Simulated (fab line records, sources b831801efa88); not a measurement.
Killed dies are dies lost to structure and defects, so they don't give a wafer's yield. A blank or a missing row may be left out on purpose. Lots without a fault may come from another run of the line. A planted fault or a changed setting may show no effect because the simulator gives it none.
fab line records | flow sky130
record lots=6 wafers=18 last_day=50
route steps=708 shown VIA1@473 METAL2@483 PAD_OPEN@708
lots that met no fault: from a run of the same line without faults
start_h: hours from the record's first day to the start of the lot's first wafer shown | wait_h: hours since the lot's step before | " the same as in the row above | L1.1+2: a row that stands for several wafers | - no value, or no start given | * or withheld: withheld | < > ~ a bound
route shown NAME@n: a module of which the file shows steps, and the number in the route of the first | usual: mean/standard deviation of fault-free wafers | same: alike in all rows | chamber/n: place in a boat | sites: the reading at each site | _std_site: their standard deviation | _edge_site: outer sites' mean less inner sites' | radius_mm: how far each site lies from the wafer's centre | mask NAME#n: copy n | behind: the tool/chamber that last shaped the wafer | hold: why the lot was held/for how many hours/how that ended | device: the transistor (n, p or np) that didn't switch | end of line: the same wafers' tests at the end of the route | a step without rows: its recipe alone | killed: dies lost to structure and defects at the first sort, not the wafer's yield | map: a wafer's dies, x killed, . not, _ none there
set.NAME: the setting as run; set.NAME@STEP: as run at that earlier step | model.NAME: the simulator's own value behind a step, which no gauge read
lots at some steps of the route; a table a step, a row a wafer
services: from which hour (start_h, from the record's first day; less than 0 if before it) a tool's chamber was out of use, for how many hours, and why
## steps
# step SKY_VIA1_ETCH_15
# recipe target=SiO2 chemistry=C4F8/O2/Ar target_depth_nm=351 stop_on=TiN mask_material=KrF-thick source_w=1500 bias_w=1200 pressure_mtorr=40 c4f8_flow_sccm=withheld O2_flow_sccm=6 Ar_flow_sccm=300 time_s=54
# usual oes_product_au=0.979/0.0063
# columns lot.wafer tool chamber start_h wait_h oes_product_au rf_hours_counter_h
L111.4 rie_diel-04 0 836.57 0.0 0.983 7
L111.5 " 3 " " 0.982 -
L111.6 " 0 " " 0.979 -
L121.2 rie_diel-03 0 888.88 0.0 0.981 0
L121.3 " 0 " " 0.986 -
L121.4 " 2 " " 0.975 -
L123.1 rie_diel-04 1 890.57 0.0 0.979 14
L123.2 " 3 " " 0.971 17
L123.5 " 2 " " 0.979 -
L128.2 rie_diel-04 0 916.82 0.0 0.982 9
L128.5 " 2 " " 0.988 -
L128.6 " 1 " " 0.975 -
L129.2 rie_diel-04 2 939.01 0.0 0.973 6
L129.4 " 3 " " 0.979 19
L129.5 " 0 " " 0.990 -
L130.1 rie_diel-03 0 948.47 0.0 0.983 2
L130.3 " 3 " " 0.986 21
L130.6 " 1 " " 0.977 -
# step SKY_VIA1_STRIP_16
# recipe chemistry=O2/N2 power_w=1400 pressure_mtorr=1500 platen_temp_c=withheld o2_flow_sccm=3000 n2_flow_sccm=300 overash_fraction=0.5
# usual drypump_motor_current_A=5.73/0.27 oes_product_au=0.416/0.0048 strip_time_to_endpoint_s=4.468/0.025
# columns lot.wafer tool chamber start_h wait_h drypump_motor_current_A oes_product_au rf_hours_counter_h strip_time_to_endpoint_s
L111.4 plasma_asher-03 1 836.65 0.1 5.26 0.410 - 4.464
L111.5 " 0 " " 6.00 0.418 - 4.504
L111.6 " 1 " " 5.28 0.410 - 4.449
L121.2 plasma_asher-04 0 888.95 0.0 5.60 0.416 14 4.467
L121.3 " 1 " " 6.00 0.424 - 4.472
L121.4 " 0 " " 5.59 0.411 - 4.518
L123.1 plasma_asher-01 1 890.61 0.0 5.71 0.426 46 4.449
L123.2 " 0 " " 5.82 0.420 46 4.465
L123.5 " 0 " " 5.83 0.414 - 4.433
L128.2 plasma_asher-04 0 916.87 0.0 5.57 0.409 17 4.444
L128.5 " 1 " " 6.00 0.413 - 4.468
L128.6 " 0 " " 5.57 0.413 - 4.448
L129.2 plasma_asher-03 0 939.06 0.0 6.04 0.421 78 4.478
L129.4 " 1 " " 5.27 0.422 - 4.466
L129.5 " 1 " " 5.30 0.415 - 4.415
L130.1 plasma_asher-03 1 948.51 0.0 5.29 0.417 80 4.444
L130.3 " 0 " " 6.03 0.414 - 4.457
L130.6 " 1 " " 5.28 0.407 - 4.491
# step SKY_VIA1_STRIP_17
# recipe chemistry=post_etch_residue_remover time_s=1200 temp_c=72.5
# step SKY_VIA1_CLEAN_18
# recipe chemistry=IPA time_s=180 temp_c=25
# step SKY_VIA1_CLEAN_19
# recipe chemistry=O3/DIW dry=n2_spin
# step SKY_VIA1_SPUTTER_20
# recipe material=TiN target_thk_nm=20 chamber_pressure_pa=5 power_w=4000 time_s=80
# usual chamber_pressure_pa=5.000/0.01 throttle_valve_pct=29.9/1
# columns lot.wafer tool chamber start_h wait_h chamber_pressure_pa throttle_valve_pct
L111.4 pvd_sputter-02 - 837.26 0.1 4.996 31.4
L111.5 " - " " 4.982 31.5
L111.6 " - " " 5.015 30.0
L121.2 pvd_sputter-02 - 889.57 0.0 4.998 31.2
L121.3 " - " " 5.007 29.4
L121.4 " - " " 4.996 30.0
L123.1 pvd_sputter-03 - 891.24 0.0 5.024 28.2
L123.2 " - " " 5.004 30.5
L123.5 " - " " 5.001 31.0
L128.2 pvd_sputter-01 - 917.46 0.0 4.998 28.6
L128.5 " - " " 5.005 29.3
L128.6 " - " " 5.014 29.2
L129.2 pvd_sputter-02 - 939.66 0.0 4.995 31.3
L129.4 " - " " 4.992 29.8
L129.5 " - " " 4.983 31.5
L130.1 pvd_sputter-03 - 949.14 0.0 4.990 29.5
L130.3 " - " " 5.009 31.0
L130.6 " - " " 5.014 28.4
# step SKY_VIA1_CVD_21
# recipe material=W target_thk_nm=270 time_s=80.902 temp_c=400 pressure_torr=40
# step SKY_VIA1_RS_MEAS_22
# recipe thk_meas_gauge=four-point-probe reads=W_of_VIA1_CVD_21+TiN_of_VIA1_SPUTTER_20
# usual VIA1_W_RS=0.430/0.0047
# columns lot.wafer tool chamber start_h wait_h VIA1_W_RS[ohm/sq]
L111.4 film_metro-01 - 837.48 0.1 0.430
L111.5 " - " " 0.429
L111.6 " - " " 0.432
L121.2 film_metro-04 - 889.80 0.1 0.427
L121.3 " - " " 0.432
L121.4 " - " " 0.423
L123.1 film_metro-04 - 891.39 0.1 0.431
L123.2 " - " " 0.423
L123.5 " - " " 0.431
L128.2 film_metro-03 - 917.64 0.1 0.436
L128.5 " - " " 0.437
L128.6 " - " " 0.430
L129.2 film_metro-04 - 939.83 0.1 0.432
L129.4 " - " " 0.429
L129.5 " - " " 0.434
L130.1 film_metro-04 - 949.29 0.1 0.429
L130.3 " - " " 0.430
L130.6 " - " " 0.422
# step SKY_VIA1_THK_MEAS_23
# recipe thk_meas_gauge=xrf reads=W_of_VIA1_CVD_21
# usual VIA1_W_THK=271/3.2
# columns lot.wafer tool chamber start_h wait_h VIA1_W_THK[nm]
L111.4 film_metro-01 - 837.57 0.1 270
L111.5 " - " " 272
L111.6 " - " " 270
L121.2 film_metro-04 - 889.91 0.1 274
L121.3 " - " " 271
L121.4 " - " " 276
L123.1 film_metro-04 - 891.51 0.1 272
L123.2 " - " " 276
L123.5 " - " " 272
L128.2 film_metro-03 - 917.75 0.1 266
L128.5 " - " " 266
L128.6 " - " " 268
L129.2 film_metro-04 - 939.94 0.1 268
L129.4 " - " " 270
L129.5 " - " " 267
L130.1 film_metro-04 - 949.41 0.1 271
L130.3 " - " " 270
L130.6 " - " " 275
# step SKY_VIA1_CMP_24
# recipe stop_on=SiO2 t_overpolish_s=15 down_force_psi=3.5 platen_rpm=60 target_thk_nm=0 pad_velocity_m_s=0.94248
# step SKY_METAL2_SPUTTER_00
# recipe material=Ti target_thk_nm=15 power_w=3000 time_s=10 chamber_pressure_pa=0.4
# step SKY_METAL2_SPUTTER_01
# recipe material=TiN target_thk_nm=20 power_w=6500 time_s=16.7 chamber_pressure_pa=0.4
# usual chamber_pressure_pa=0.3999/0.0008 throttle_valve_pct=30.0/1.1
# columns lot.wafer tool chamber start_h wait_h chamber_pressure_pa throttle_valve_pct
L111.4 pvd_sputter-02 - 838.16 0.0 0.4001 29.4
L111.5 " - " " 0.3996 31.2
L111.6 " - " " 0.3986 29.7
L121.2 pvd_sputter-02 - 890.35 0.0 0.3984 30.2
L121.3 " - " " 0.3988 31.4
L121.4 " - " " 0.4008 31.5
L123.1 pvd_sputter-02 - 891.92 0.0 0.4009 31.7
L123.2 " - " " 0.4009 31.2
L123.5 " - " " 0.3994 29.8
L128.2 pvd_sputter-01 - 918.12 0.0 0.4013 30.1
L128.5 " - " " 0.4000 29.0
L128.6 " - " " 0.4001 29.3
L129.2 pvd_sputter-04 - 940.56 0.0 0.4010 31.9
L129.4 " - " " 0.3995 30.3
L129.5 " - " " 0.3997 28.9
L130.1 pvd_sputter-01 - 951.08 0.0 0.4007 30.2
L130.3 " - " " 0.4001 29.4
L130.6 " - " " 0.4011 29.9
# step SKY_METAL2_SPUTTER_02
# recipe material=AlCu target_thk_nm=250 power_w=10600 time_s=13.3 chamber_pressure_pa=0.4
# usual chamber_pressure_pa=0.4001/0.00083 throttle_valve_pct=30.1/1.2
# columns lot.wafer tool chamber start_h wait_h chamber_pressure_pa throttle_valve_pct
L111.4 pvd_sputter-02 - 838.19 0.0 0.3999 29.2
L111.5 " - " " 0.3998 31.4
L111.6 " - " " 0.3988 29.7
L121.2 pvd_sputter-02 - 890.37 0.0 0.3852 30.2
L121.3 " - " " 0.3864 32.1
L121.4 " - " " 0.3874 32.0
L123.1 pvd_sputter-02 - 891.95 0.0 0.3864 31.9
L123.2 " - " " 0.3895 31.7
L123.5 " - " " 0.3874 30.3
L128.2 pvd_sputter-01 - 918.15 0.0 0.3982 30.2
L128.5 " - " " 0.4011 29.4
L128.6 " - " " 0.4005 29.2
L129.2 pvd_sputter-04 - 940.59 0.0 0.4008 32.0
L129.4 " - " " 0.3988 30.4
L129.5 " - " " 0.3999 28.9
L130.1 pvd_sputter-01 - 951.10 0.0 0.3999 30.0
L130.3 " - " " 0.4013 29.4
L130.6 " - " " 0.4004 30.0
# step SKY_METAL2_SPUTTER_03
# recipe material=Ti target_thk_nm=5 power_w=3000 time_s=3.3 chamber_pressure_pa=0.4
# usual chamber_pressure_pa=0.4000/0.00081 throttle_valve_pct=30.1/1.2
# columns lot.wafer tool chamber start_h wait_h chamber_pressure_pa throttle_valve_pct
L111.4 pvd_sputter-02 - 838.22 0.0 0.3997 29.1
L111.5 " - " " 0.3993 31.3
L111.6 " - " " 0.3993 29.9
L121.2 pvd_sputter-02 - 890.40 0.0 0.3998 29.8
L121.3 " - " " 0.4003 31.3
L121.4 " - " " 0.4002 31.5
L123.1 pvd_sputter-02 - 891.97 0.0 0.3994 31.4
L123.2 " - " " 0.3995 31.3
L123.5 " - " " 0.4002 29.8
L128.2 pvd_sputter-01 - 918.17 0.0 0.3987 29.9
L128.5 " - " " 0.4011 29.3
L128.6 " - " " 0.4007 29.3
L129.2 pvd_sputter-04 - 940.61 0.0 0.4010 31.7
L129.4 " - " " 0.3998 30.5
L129.5 " - " " 0.3991 29.0
L130.1 pvd_sputter-01 - 951.13 0.0 0.3999 30.1
L130.3 " - " " 0.3998 29.3
L130.6 " - " " 0.4020 29.9
# step SKY_PAD_OPEN_PROBE_99
# usual defect_limited_yield=83.0/1.8 killed_at_M0_to_M3=42/6.6 killed_at_M4_up=3.0/1.7 killed_at_contacts=24/5.3 killed_at_front_end=15/4.5 killed_at_other=0.2/0.49 killed_dies=83/9 killed_open=45/6.9 killed_short=38/5.8 sort_bin_3_pad_short=0.8/0.4 sort_bin_5_function=10.0/1.5 sort_bin_6_memory=6.1/1.1 sort_n_pass=409/9 sort_yield_pct=83.0/1.8
# same gross_dies=492 killed_at_back_side=0 sort_bin_4_leakage[%]=0 sort_bin_8_speed[%]=0
# columns lot.wafer tool chamber start_h wait_h defect_limited_yield[%] killed_at_M0_to_M3 killed_at_M4_up killed_at_contacts killed_at_front_end killed_at_other killed_dies killed_open killed_short sort_bin_3_pad_short[%] sort_bin_5_function[%] sort_bin_6_memory[%] sort_n_pass sort_yield_pct[%]
L121.2 prober-02 - 1151.66 0.1 80.9 53 2 18 21 0 94 47 47 1.8 12.6 4.7 398 80.9
L121.3 prober-02 - 1151.71 0.2 82.1 50 7 20 11 0 88 54 34 0.4 10.6 6.9 404 82.1
L121.4 prober-02 - 1151.76 0.2 81.5 54 1 19 17 0 91 57 34 1.4 9.6 7.5 401 81.5
L123.1 prober-02 - 1156.50 0.1 85.8 44 4 12 9 1 70 36 34 1.0 7.3 5.9 422 85.8
L123.2 prober-02 - 1156.55 0.1 85.4 38 2 17 15 0 72 38 34 0.8 7.5 6.3 420 85.4
L123.5 prober-02 - 1156.70 0.2 85.0 34 5 20 15 0 74 36 38 1.4 8.1 5.5 418 85.0
L128.2 prober-01 - 1172.29 0.1 83.1 46 1 23 11 2 83 41 42 1.0 9.1 6.7 409 83.1
L128.5 prober-01 - 1172.44 0.2 83.5 39 4 21 17 0 81 43 37 0.2 11.6 4.7 411 83.5
L128.6 prober-01 - 1172.49 0.2 82.5 54 2 16 13 1 86 40 46 0.8 10.8 5.9 406 82.5
# killed by level:class
L121.2 VIA1:geometric_particle:open=11 FIELD_ISO:geometric_particle:short=9 CONTACT:geometric_particle:open=9 METAL1:geometric_particle:short=9 VIA2:geometric_particle:open=7 VIA3:geometric_particle:open=7 POLY_GATE:geometric_particle:short=6 POLY_GATE:geometric_particle:open=4
L121.3 VIA1:geometric_particle:open=12 VIA3:geometric_particle:open=10 CONTACT:geometric_particle:open=7 VIA2:geometric_particle:open=7 VIA1:geometric_particle:short=5 POLY_GATE:geometric_particle:open=4 LOCAL_INTERCONNECT:geometric_particle:short=4 CONTACT:geometric_particle:short=4
L121.4 VIA1:geometric_particle:open=17 CONTACT:geometric_particle:open=10 VIA2:geometric_particle:open=6 FIELD_ISO:geometric_particle:open=5 POLY_GATE:geometric_particle:short=5 METAL2:geometric_particle:short=5 VIA3:geometric_particle:open=4 CONTACT:geometric_particle:short=4
L123.1 VIA1:geometric_particle:open=9 VIA3:geometric_particle:open=8 METAL2:geometric_particle:short=7 CONTACT:geometric_particle:open=4 METAL4:geometric_particle:short=4 VIA2:geometric_particle:open=4 VIA2:geometric_particle:short=4 VIA3:geometric_particle:short=4
L123.2 VIA1:geometric_particle:open=10 METAL2:geometric_particle:short=6 LI_CONTACT:geometric_particle:open=5 VIA1:geometric_particle:short=5 LI_CONTACT:geometric_particle:short=4 CONTACT:geometric_particle:short=4 VIA2:geometric_particle:open=4 VIA3:geometric_particle:open=4
L123.5 VIA1:geometric_particle:open=7 LOCAL_INTERCONNECT:geometric_particle:short=7 VIA2:geometric_particle:open=5 VIA2:geometric_particle:short=5 FIELD_ISO:geometric_particle:short=4 FIELD_ISO:geometric_particle:open=4 LI_CONTACT:geometric_particle:open=4 LI_CONTACT:geometric_particle:short=4
L128.2 VIA1:geometric_particle:open=9 CONTACT:geometric_particle:open=7 METAL1:geometric_particle:short=7 LI_CONTACT:geometric_particle:open=6 LOCAL_INTERCONNECT:geometric_particle:short=6 METAL2:geometric_particle:short=6 VIA3:geometric_particle:short=5 VIA3:geometric_particle:open=5
L128.5 VIA1:geometric_particle:open=10 LI_CONTACT:geometric_particle:open=6 VIA3:geometric_particle:open=6 FIELD_ISO:geometric_particle:short=5 POLY_GATE:geometric_particle:open=5 LOCAL_INTERCONNECT:geometric_particle:short=5 CONTACT:geometric_particle:open=5 VIA1:geometric_particle:short=5
L128.6 VIA1:geometric_particle:open=13 METAL1:geometric_particle:short=9 METAL2:geometric_particle:short=8 VIA1:geometric_particle:short=8 VIA2:geometric_particle:open=6 CONTACT:geometric_particle:open=5 LI_CONTACT:geometric_particle:open=4 POLY_GATE:geometric_particle:open=3
## services
# columns tool chamber start_h hours kind
rie_diel-03 0 819.31 15.5 repair
rie_diel-04 3 822.01 6.1 repair
pvd_sputter-01 - 824.39 1.0 repair
rie_diel-03 2 841.98 2.6 repair
pvd_sputter-04 - 845.72 6.7 repair
plasma_asher-04 - 849.67 3.8 repair
rie_diel-03 0 851.09 - clean
rie_diel-03 0 851.09 20.1 scheduled_down
rie_diel-03 0 851.09 20.1 vent_cycle
rie_diel-04 1 856.35 3.8 repair
rie_diel-03 1 872.08 - clean
rie_diel-03 1 872.08 27.4 scheduled_down
rie_diel-03 1 872.08 27.4 vent_cycle
plasma_asher-01 - 875.50 1.4 repair
rie_diel-04 0 876.09 16.5 repair
plasma_asher-04 - 899.54 2.0 repair
pvd_sputter-02 - 908.35 4.1 repair
rie_diel-03 - 908.44 2.8 pm
rie_diel-04 1 908.80 3.2 repair
rie_diel-03 - 933.19 0.7 repair
plasma_asher-03 - 949.01 3.4 repair
## key
first_sign step=SKY_METAL2_SPUTTER_02 reading=chamber_pressure_pa direction=down sigmas=16 usual=0.4001 struck=0.3871
effect none on later readings
met_at SKY_METAL2_SPUTTER_02
struck_wafers L121.2,L121.3,L121.4,L123.1,L123.2,L123.5
onset_between 838.19 890.37
fault kind=process_parameter_drift tool=pvd_sputter-02 chamber=- onset_h=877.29 steps=SKY_METAL2_SPUTTER_02 channel=chamber_pressure_pa offset=-0.013216 shape=step end_h=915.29 acts_in=these_recipes_only stated=0.4
